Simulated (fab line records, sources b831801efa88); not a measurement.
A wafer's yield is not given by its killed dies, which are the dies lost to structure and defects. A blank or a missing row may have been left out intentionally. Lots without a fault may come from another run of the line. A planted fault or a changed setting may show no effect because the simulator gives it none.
Matching of chambers || flow sky130 || SKY_PASSIVATION_CVD_02 on pecvd-01 has 3 sister chambers
The step deposits Si3N4, target thk 540 nm. 3 wafers are shown with their chamber, then 7 later ones without.

WAFERS, EACH WITH ITS CHAMBER
{"wafer": "L140.3", "chamber": 1, "heater_power_outer_w (W)": 462}
{"wafer": "L144.1", "chamber": 0, "heater_power_outer_w (W)": 393}
{"wafer": "L144.4", "chamber": 2, "heater_power_outer_w (W)": 476}

WAFERS MISSING THEIR CHAMBER
{"wafer": "L144.5", "heater_power_outer_w (W)": 407}
{"wafer": "L147.2", "heater_power_outer_w (W)": 358}
{"wafer": "L147.5", "heater_power_outer_w (W)": 508}
{"wafer": "L147.6", "heater_power_outer_w (W)": 365}
{"wafer": "L150.4", "heater_power_outer_w (W)": 433}
{"wafer": "L150.5", "heater_power_outer_w (W)": 502}
{"wafer": "L150.6", "heater_power_outer_w (W)": 385}

WHICH CHAMBER EACH WENT THROUGH
{"wafer": "L144.5", "from the rows above": "can't be placed: 0 or 1", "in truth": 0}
{"wafer": "L147.2", "from the rows above": 0, "in truth": 0}
{"wafer": "L147.5", "from the rows above": "can't be placed: 2 or 1", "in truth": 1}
{"wafer": "L147.6", "from the rows above": 0, "in truth": 0}
{"wafer": "L150.4", "from the rows above": "can't be placed: 1 or 0 or 2", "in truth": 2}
{"wafer": "L150.5", "from the rows above": "can't be placed: 2 or 1", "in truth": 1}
{"wafer": "L150.6", "from the rows above": 0, "in truth": 0}
3 of 7 placed correctly. These rows do not allow placing 4 (true chamber among the candidates in 4). Wrongly placed: 0.
How it was worked out, from the rows above alone: a wafer's distance from a chamber is the root of the sum, over the readings, of the square of ((its reading less the chamber's mean) divided by the reading's scatter). The wafer belongs to the nearest chamber; if the next one is less than 2 further off, it can't be placed. Each chamber's mean is taken over the wafers shown for it. The scatter: with one shown wafer a chamber, the root of the mean of the squares of how far each hidden wafer lies from its nearest shown one.
